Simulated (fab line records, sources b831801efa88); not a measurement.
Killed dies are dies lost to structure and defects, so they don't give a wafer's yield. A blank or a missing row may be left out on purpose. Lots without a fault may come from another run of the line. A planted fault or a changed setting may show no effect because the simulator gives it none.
fab line records | flow sfq_line
record lots=14 wafers=41 last_day=77
route steps=325 shown I1@73
lots that met no fault: from a run of the same line without faults
start_h: hours from the record's first day to the start of the lot's first wafer shown | wait_h: hours since the lot's step before | " the same as in the row above | L1.1+2: a row that stands for several wafers | - no value, or no start given | * or withheld: withheld | < > ~ a bound
route shown NAME@n: a module of which the file shows steps, and the number in the route of the first | usual: mean/standard deviation of fault-free wafers | same: alike in all rows | chamber/n: place in a boat | sites: the reading at each site | _std_site: their standard deviation | _edge_site: outer sites' mean less inner sites' | radius_mm: how far each site lies from the wafer's centre | mask NAME#n: copy n | behind: the tool/chamber that last shaped the wafer | hold: why the lot was held/for how many hours/how that ended | device: the transistor (n, p or np) that didn't switch | end of line: the same wafers' tests at the end of the route | a step without rows: its recipe alone | killed: dies lost to structure and defects at the first sort, not the wafer's yield | map: a wafer's dies, x killed, . not, _ none there
set.NAME: the setting as run; set.NAME@STEP: as run at that earlier step | model.NAME: the simulator's own value behind a step, which no gauge read
steps of the route over a sample of lots; a table a step, a row a wafer
services: from which hour (start_h, from the record's first day; less than 0 if before it) a tool's chamber was out of use, for how many hours, and why
## steps
# step SFQ_TRILAYER_I1_DEP_PECVD_045
# recipe material=SiO2 temp_c=150 time_s=111.11 pressure_torr=2.4 rf_w=183.3 precursor=SiH4/N2O target_thk_nm=500
# usual chamber_pressure_Torr=2.401/0.0049 heater_power_w=76/15 rf_fwd_power_W=182.2/0.7 throttle_valve_pct=24.9/1.4
# columns lot.wafer tool chamber start_h wait_h chamber_pressure_Torr heater_power_w rf_fwd_power_W since_wet_clean_h throttle_valve_pct
L544.2 pecvd-04 1 290.38 0.0 2.403 75 181.9 82 24.0
L544.3 " 0 " " 2.404 68 182.2 82 22.6
L544.5 " 1 " " 2.400 61 182.5 - 23.9
L545.2 pecvd-01 1 301.18 0.0 2.401 85 182.2 462 25.2
L545.4 " 0 " " 2.400 75 182.3 - 25.0
L545.6 " 1 " " 2.405 87 183.0 - 25.3
L546.1 pecvd-01 0 303.58 0.0 2.397 82 182.6 465 25.3
L546.3 " 2 " " 2.407 83 182.2 465 23.5
L546.6 " 2 " " 2.398 86 181.7 - 23.6
L548.1 pecvd-04 0 310.78 0.0 2.398 70 183.1 103 22.8
L548.3 " 2 " " 2.405 91 181.4 103 22.6
L548.5 " 2 " " 2.401 91 182.1 - 22.4
L551.1 pecvd-01 1 339.49 0.0 2.399 82 183.6 501 25.4
L551.2 " 2 " " 2.404 80 183.5 501 23.9
L551.6 " 0 " " 2.396 73 182.1 - 25.4
L552.3 pecvd-02 2 350.20 0.0 2.400 100 181.8 1264 25.8
L552.4 " 0 " " 2.397 73 182.0 - 25.8
L552.5 " 2 " " 2.404 102 180.6 - 25.6
L553.3 pecvd-01 1 355.00 0.0 2.399 103 153.1 516 25.8
L553.6 " 2 " " 2.399 98 153.6 - 23.8
L555.1 pecvd-04 0 375.40 0.0 2.393 58 182.9 167 22.9
L555.2 " 1 " " 2.407 72 182.1 167 24.0
L555.6 " 1 " " 2.399 74 182.3 - 24.1
L557.2 pecvd-01 1 389.80 0.0 2.393 88 152.3 551 26.0
L557.4 " 0 " " 2.400 88 152.6 - 25.8
L557.6 " 2 " " 2.399 93 154.1 - 24.2
L562.1 pecvd-04 2 419.35 0.0 2.402 80 182.3 211 22.8
L562.2 " 1 " " 2.400 61 181.8 211 24.4
L562.3 " 0 " " 2.399 70 182.9 211 22.9
L563.1 pecvd-02 1 426.73 0.0 2.398 45 181.6 1341 27.0
L563.2 " 2 " " 2.402 91 181.9 1341 25.9
L563.5 " 1 " " 2.404 48 182.5 - 26.7
L565.1 pecvd-02 0 435.95 0.0 2.399 77 181.0 1350 26.0
L565.4 " 0 " " 2.406 65 180.4 - 25.9
L565.5 " 1 " " 2.396 51 181.6 - 26.9
L566.4 pecvd-04 1 445.69 0.0 2.399 61 182.0 - 24.2
L566.5 " 0 " " 2.403 57 182.7 - 22.8
L566.6 " 2 " " 2.400 85 181.4 - 22.9
L567.2 pecvd-02 1 446.85 0.0 2.406 54 181.8 1361 27.0
L567.5 " 1 " " 2.402 42 182.2 - 27.1
L567.6 " 0 " " 2.396 72 181.0 - 25.7
## services
# columns tool chamber start_h hours kind
pecvd-04 - 293.66 14.6 pm
pecvd-02 - 315.29 3.0 repair
pecvd-01 1 356.91 9.4 repair
pecvd-02 2 436.13 11.4 repair
## key
first_sign step=SFQ_TRILAYER_I1_DEP_PECVD_045 reading=rf_fwd_power_W direction=down sigmas=42 usual=182.2 struck=153.1
effect none on later readings
met_at SFQ_TRILAYER_I1_DEP_PECVD_045
struck_lots L553,L557
onset_between 339.49 355.00
fault kind=process_parameter_drift tool=pecvd-01 chamber=- onset_h=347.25 steps=SFQ_TRILAYER_I1_DEP_PECVD_045 channel=rf_w offset=-29.328 shape=step end_h=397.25 acts_in=these_recipes_only stated=183.3
